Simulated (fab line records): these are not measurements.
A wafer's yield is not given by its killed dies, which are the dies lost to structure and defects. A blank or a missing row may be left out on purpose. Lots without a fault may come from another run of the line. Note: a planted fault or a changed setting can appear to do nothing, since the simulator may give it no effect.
Which tool was responsible? / flow sky130 / Sampling: 12 lots, 36 wafers, 5 of 708 route steps

## WHAT THE GAUGES SHOWED, per wafer
SKY_VIA2_THK_MEAS_23: measures by xrf.
lot=L075; measured=day 36 09:57; on=film metro-03; VIA2_W_THK (nm)=431 428 434
lot=L077; measured=day 36 23:07; on=film metro-04; VIA2_W_THK (nm)=419 419 422
lot=L079; measured=day 39 00:31; on=film metro-03; VIA2_W_THK (nm)=434 432 430
lot=L081; measured=day 39 01:53; on=film metro-01; VIA2_W_THK (nm)=433 429 432
lot=L084; measured=day 39 06:22; on=film metro-01; VIA2_W_THK (nm)=432 435 425
lot=L085; measured=day 40 05:48; on=film metro-03; VIA2_W_THK (nm)=413 419 422
lot=L087; measured=day 40 06:28; on=film metro-03; VIA2_W_THK (nm)=420 423 416
lot=L089; measured=day 41 18:45; on=film metro-04; VIA2_W_THK (nm)=416 423 421
lot=L090; measured=day 42 08:26; on=film metro-01; VIA2_W_THK (nm)=431 432 429
lot=L093; measured=day 42 16:20; on=film metro-03; VIA2_W_THK (nm)=420 419 416
lot=L095; measured=day 43 07:35; on=film metro-03; VIA2_W_THK (nm)=412 418 402
lot=L097; measured=day 44 00:56; on=film metro-04; VIA2_W_THK (nm)=415 407 412

## WHAT TOOL EACH LOT RAN ON (gives the tool, then ch and the chambers of the sampled wafers, and finally the start)
lot=L075; SKY_SONOS_ONO_STRIP_17=plasma asher-02 ch 0,1, day 12 19:01; SKY_CONTACT_CMP_27=cmp-02 ch 1,2,3, day 31 19:31; SKY_METAL2_SPUTTER_01=pvd sputter-01, day 34 04:00; SKY_METAL2_DESCUM_17=rie metal-01 ch 0,1, day 35 06:17
lot=L077; SKY_SONOS_ONO_STRIP_17=plasma asher-02 ch 0,1, day 13 08:59; SKY_CONTACT_CMP_27=cmp-02 ch 1,2, day 32 06:56; SKY_METAL2_SPUTTER_01=pvd sputter-02, day 34 16:32; SKY_METAL2_DESCUM_17=rie metal-01 ch 0, day 35 19:03
lot=L079; SKY_SONOS_ONO_STRIP_17=plasma asher-02 ch 0,1, day 15 08:53; SKY_CONTACT_CMP_27=cmp-02 ch 0,3, day 34 09:56; SKY_METAL2_SPUTTER_01=pvd sputter-01, day 36 18:39; SKY_METAL2_DESCUM_17=rie metal-03 ch 0,1, day 37 20:30
lot=L081; SKY_SONOS_ONO_STRIP_17=plasma asher-02 ch 0,1, day 15 15:02; SKY_CONTACT_CMP_27=cmp-02 ch 0,1,3, day 34 12:44; SKY_METAL2_SPUTTER_01=pvd sputter-01, day 36 20:25; SKY_METAL2_DESCUM_17=rie metal-02 ch 0,1, day 37 22:10
lot=L084; SKY_SONOS_ONO_STRIP_17=plasma asher-03 ch 0,1, day 16 00:02; SKY_CONTACT_CMP_27=cmp-02 ch 0,1,3, day 34 18:44; SKY_METAL2_SPUTTER_01=pvd sputter-04, day 37 00:58; SKY_METAL2_DESCUM_17=rie metal-02 ch 0,1, day 38 02:38
lot=L085; SKY_SONOS_ONO_STRIP_17=plasma asher-03 ch 0,1, day 16 16:31; SKY_CONTACT_CMP_27=cmp-02 ch 1,2, day 35 18:06; SKY_METAL2_SPUTTER_01=pvd sputter-02, day 38 00:46; SKY_METAL2_DESCUM_17=rie metal-02 ch 0,1, day 39 03:08
lot=L087; SKY_SONOS_ONO_STRIP_17=plasma asher-04 ch 0,1, day 16 22:32; SKY_CONTACT_CMP_27=cmp-02 ch 2,3, day 35 20:00; SKY_METAL2_SPUTTER_01=pvd sputter-04, day 38 02:48; SKY_METAL2_DESCUM_17=rie metal-01 ch 0,1, day 39 03:59
lot=L089; SKY_SONOS_ONO_STRIP_17=plasma asher-04 ch 0,1, day 18 14:10; SKY_CONTACT_CMP_27=cmp-02 ch 0,1,3, day 37 11:14; SKY_METAL2_SPUTTER_01=pvd sputter-02, day 39 17:06; SKY_METAL2_DESCUM_17=rie metal-02 ch 0,1, day 40 17:04
lot=L090; SKY_SONOS_ONO_STRIP_17=plasma asher-03 ch 0,1, day 19 07:26; SKY_CONTACT_CMP_27=cmp-01 ch 1,2, day 38 00:25; SKY_METAL2_SPUTTER_01=pvd sputter-01, day 40 05:36; SKY_METAL2_DESCUM_17=rie metal-01 ch 0,1, day 41 06:01
lot=L093; SKY_SONOS_ONO_STRIP_17=plasma asher-03 ch 0,1, day 20 02:46; SKY_CONTACT_CMP_27=cmp-01 ch 0,1,2, day 38 11:17; SKY_METAL2_SPUTTER_01=pvd sputter-04, day 40 16:51; SKY_METAL2_DESCUM_17=rie metal-02 ch 0,1, day 41 15:41
lot=L095; SKY_SONOS_ONO_STRIP_17=plasma asher-02 ch 0,1, day 20 15:40; SKY_CONTACT_CMP_27=cmp-02 ch 0,1,3, day 39 00:29; SKY_METAL2_SPUTTER_01=pvd sputter-04, day 41 05:02; SKY_METAL2_DESCUM_17=rie metal-01 ch 0,1, day 42 04:50
lot=L097; SKY_SONOS_ONO_STRIP_17=plasma asher-02 ch 0,1, day 20 21:22; SKY_CONTACT_CMP_27=cmp-01 ch 0,1,2, day 39 20:37; SKY_METAL2_SPUTTER_01=pvd sputter-04, day 42 00:42; SKY_METAL2_DESCUM_17=rie metal-01 ch 0,1, day 42 23:46
- SKY_SONOS_ONO_STRIP_17: strips in O2/N2.
- SKY_CONTACT_CMP_27: polishes, stops on SiO2, t overpolish 15 s, target thk 0 nm.
- SKY_METAL2_SPUTTER_01: material TiN, target thk 20 nm, time 16.7 s.
- SKY_METAL2_DESCUM_17: chemistry O2, time 8 s.

## THE ANSWER, worked out from the rows above alone
Rule: what is usual is taken from the lots themselves. Put in order of their means at a reading, lots are off if they are a third of the lots or fewer, leave a main group of 4 or more, and stand apart from it by a gap of 3 or more times the standard deviation of the main group's means; of several such gaps the widest counts. Not used: any main group whose means are identical at the precision the tables above print for the reading. A lot without any number at a reading at which 4 lots or more have one is off too. The other lots that the step has rows for count as sound.
Nothing can be told from this: no lot is off at any reading shown.

## WHAT THE SIMULATOR HAD PUT IN
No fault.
